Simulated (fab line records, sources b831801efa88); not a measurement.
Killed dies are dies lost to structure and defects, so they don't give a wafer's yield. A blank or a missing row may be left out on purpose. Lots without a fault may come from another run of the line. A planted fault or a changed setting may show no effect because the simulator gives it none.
Which tool did it? | flow sky130 | 12 lots, 35 wafers sampled, at 6 steps of a route of 708

WHAT THE GAUGES READ, wafer by wafer
SKY_SD_N_RS_MEAS_17: measures by four-point-probe. Usual: SD_P_RS 147.2 ohm/sq, standard deviation 0.31.
lot  | measured     | on            | SD_P_RS (ohm/sq)  | flag
L336 | day 28 14:08 | film_metro-03 | 147.2 146.7 146.6 |
L337 | day 28 23:48 | film_metro-03 | 147.4 147.4 147.2 |
L338 | day 29 04:03 | film_metro-02 | 147.0 147.4 147.2 |
L340 | day 30 11:26 | film_metro-02 | 147.1 147.1 146.9 |
L341 | day 30 14:05 | film_metro-03 | 147.0 147.0 147.1 |
L342 | day 30 18:04 | film_metro-04 | 147.4 147.6 147.2 |
L343 | day 31 19:26 | film_metro-04 | 147.7 147.6 147.8 |
L345 | day 32 18:36 | film_metro-02 | 147.0 147.1 147.3 |
L347 | day 32 19:10 | film_metro-04 | 147.3 147.7       |
L348 | day 32 21:17 | film_metro-03 | 147.0 146.9 147.3 |
L356 | day 35 09:50 | film_metro-04 | 147.3 147.8 147.6 |
L355 | day 35 10:53 | film_metro-04 | 147.8 147.3 147.1 |

SKY_LOCAL_INTERCONNECT_THK_MEAS_02: measures by xrf. Usual: LOCAL_INTERCONNECT_TIN_THK 99.1 nm, standard deviation 1.1.
lot  | measured     | on            | LOCAL_INTERCONNECT_TIN_THK (nm) | flag
L336 | day 29 20:34 | film_metro-01 | 101.0 99.1 100.7                |
L337 | day 30 06:57 | film_metro-04 | 100.0 100.5 100.8               |
L338 | day 30 10:50 | film_metro-01 | 100.0 100.7 100.8               |
L340 | day 31 17:02 | film_metro-04 | 99.1 98.1 99.0                  |
L341 | day 31 19:55 | film_metro-02 | 97.8 97.4 99.1                  |
L342 | day 31 23:38 | film_metro-01 | 99.6 98.3 101.3                 |
L343 | day 33 00:50 | film_metro-01 | 100.0 98.2 99.6                 |
L345 | day 34 00:15 | film_metro-01 | 97.3 96.5 97.1                  |
L347 | day 34 00:36 | film_metro-02 | 98.8 98.7                       |
L348 | day 34 02:40 | film_metro-01 | 99.1 98.8 99.8                  |
L356 | day 36 13:56 | film_metro-01 | 99.4 101.9 101.3                |
L355 | day 36 15:10 | film_metro-04 | 98.1 98.6 97.7                  |

SKY_CONTACT_THK_MEAS_03. Usual: CONTACT_HDPCVD_THK 564 nm, standard deviation 6.1.
lot  | measured     | on            | CONTACT_HDPCVD_THK (nm) | flag
L336 | day 31 01:04 | film_metro-02 | 559 561 565             |
L337 | day 31 11:41 | film_metro-02 | 553 563 560             |
L338 | day 31 15:30 | film_metro-01 | 569 562 559             |
L340 | day 32 21:03 | film_metro-01 | 566 567 562             |
L341 | day 32 23:25 | film_metro-01 | 554 562 557             |
L342 | day 33 04:02 | film_metro-03 | 574 562 569             |
L343 | day 34 04:45 | film_metro-03 | 557 567 562             |
L345 | day 35 03:25 | film_metro-01 | 596 571 565             |
L347 | day 35 04:10 | film_metro-02 | 568 575                 |
L348 | day 35 06:12 | film_metro-03 | 576 565 568             |
L356 | day 37 16:50 | film_metro-03 | 561 574 570             |
L355 | day 37 17:33 | film_metro-03 | 559 570 571             |

SKY_CONTACT_OVL_MEAS_15. Usual: CONTACT_OVL 2 nm, standard deviation 5.8.
lot  | measured     | on         | CONTACT_OVL (nm) | flag
L336 | day 32 04:39 | overlay-02 | -1 5 11          |
L337 | day 32 16:14 | overlay-02 | 2 9 2            |
L338 | day 32 18:43 | overlay-01 | 0 -11 1          |
L340 | day 34 00:27 | overlay-01 | -4 6 -6          |
L341 | day 34 02:49 | overlay-01 | 0 8 3            |
L342 | day 34 07:33 | overlay-02 | 0 5 4            |
L343 | day 35 07:29 | overlay-01 | 1 14 4           |
L345 | day 36 04:59 | overlay-02 | -6 -3 -1         |
L347 | day 36 07:14 | overlay-01 | 11 2             |
L348 | day 36 09:16 | overlay-02 | -9 2 -11         |
L356 | day 38 19:17 | overlay-02 | 6 -7 4           |
L355 | day 38 19:39 | overlay-02 | -1 5 -1          |

WHICH TOOL RAN EACH LOT (tool, then ch and the chambers of the sampled wafers, then the start)
lot  | SKY_CONTACT_HDPCVD_02            | SKY_CONTACT_CMP_04
L336 | hdpcvd-01 ch 0,2, day 31 00:59   | cmp-02 ch 1,3, day 31 01:07
L337 | hdpcvd-02 ch 0,1,2, day 31 11:37 | cmp-01 ch 0,1,2, day 31 11:54
L338 | hdpcvd-02 ch 1,2, day 31 15:24   | cmp-01 ch 2,3, day 31 15:34
L340 | hdpcvd-02 ch 0,2, day 32 20:59   | cmp-02 ch 0,3, day 32 21:09
L341 | hdpcvd-02 ch 1,2, day 32 23:20   | cmp-01 ch 2,3, day 32 23:28
L342 | hdpcvd-02 ch 0,2, day 33 03:57   | cmp-02 ch 0,1,2, day 33 04:11
L343 | hdpcvd-02 ch 0,2, day 34 04:41   | cmp-01 ch 0,3, day 34 04:49
L345 | hdpcvd-02 ch 0,1,2, day 35 03:22 | cmp-01 ch 0,1,3, day 35 03:33
L347 | hdpcvd-01 ch 0,1, day 35 04:05   | cmp-02 ch 2,3, day 35 04:16
L348 | hdpcvd-01 ch 0,1, day 35 06:08   | cmp-02 ch 0,2,3, day 35 06:22
L356 | hdpcvd-01 ch 1,2, day 37 16:45   | cmp-02 ch 0,2,3, day 37 16:59
L355 | hdpcvd-01 ch 1,2, day 37 17:28   | cmp-01 ch 1,2,3, day 37 17:38
- SKY_CONTACT_HDPCVD_02: deposits SiO2, target thk 565 nm, time 94.2 s.
- SKY_CONTACT_CMP_04: polishes SiO2.

WHAT THE TOOLS THEMSELVES READ (means of the sampled wafers that have a number; where no wafer has one, the mark that the record gives instead)
SKY_CONTACT_HDPCVD_02. Usual: pressure_mtorr 6.000 mTorr, standard deviation 0.011; run_length_s 122.2 s, standard deviation 0.57.
lot  | tool      | pressure_mtorr (mTorr) | run_length_s (s) | flag
L336 | hdpcvd-01 | 6.003                  | 122.5            |
L337 | hdpcvd-02 | 5.993                  | 122.2            |
L338 | hdpcvd-02 | 6.001                  | 121.9            |
L340 | hdpcvd-02 | 6.005                  | 122.6            |
L341 | hdpcvd-02 | 5.999                  | 121.9            |
L342 | hdpcvd-02 | 5.992                  | 122.6            |
L343 | hdpcvd-02 | 5.993                  | 122.5            |
L345 | hdpcvd-02 | 6.006                  | 124.2            | OFF
L347 | hdpcvd-01 | 5.989                  | 122.1            |
L348 | hdpcvd-01 | 6.000                  | 122.5            |
L356 | hdpcvd-01 | 5.995                  | 121.9            |
L355 | hdpcvd-01 | 6.002                  | 122.1            |

SKY_CONTACT_CMP_04. Usual: motor_current_A 12.6 A, standard deviation 0.72; time_to_endpoint_s 83 s, standard deviation 4.4.
lot  | tool   | motor_current_A (A) | time_to_endpoint_s (s) | flag
L336 | cmp-02 | 12.8                | 81                     |
L337 | cmp-01 | 12.8                | 83                     |
L338 | cmp-01 | 12.9                | 79                     |
L340 | cmp-02 | 13.0                | 77                     |
L341 | cmp-01 | 13.2                | 84                     |
L342 | cmp-02 | 12.2                | 82                     |
L343 | cmp-01 | 13.2                | 83                     |
L345 | cmp-01 | 12.6                | 94                     |
L347 | cmp-02 | 13.1                | 82                     |
L348 | cmp-02 | 12.3                | 84                     |
L356 | cmp-02 | 12.7                | 84                     |
L355 | cmp-01 | 13.3                | 86                     |

THE ANSWER, worked out from the rows above alone
Rule: a lot is off if the mean of its wafers that have a number lies more than 3 standard deviations from the usual mean. A lot without any number at a reading at which 4 lots or more have one is off too. The other lots that the step has rows for count as sound. The gauges are gone through in route order, then the tools' own readings, and for those a lot's mean is taken as printed above. The first step at which some lot is off is used, and at that step the reading that is off furthest; a lot without a number counts as furthest.
Off: L345, at SKY_CONTACT_HDPCVD_02 (run_length_s).
A tool fits if, at that step or a process step before it, it ran every lot that is off, and no sound lot after the first of them. One fits: hdpcvd-02 at SKY_CONTACT_HDPCVD_02. Its last sound lot is L343 (day 34 04:41), its first lot that is off L345 (day 35 03:22): a fault that began between those two fits.
The tool's own readings at SKY_CONTACT_HDPCVD_02 bear it out: on the lots that are off they differ by more than 5 times the standard deviation of the sound lots' means. run_length_s reads 124.2 s there against 122.3 s on the sound lots.

WHAT THE SIMULATOR HAD PUT IN
Process parameter drift: hdpcvd-02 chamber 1, from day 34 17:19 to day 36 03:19, at SKY_CONTACT_HDPCVD_02. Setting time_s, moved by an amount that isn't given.
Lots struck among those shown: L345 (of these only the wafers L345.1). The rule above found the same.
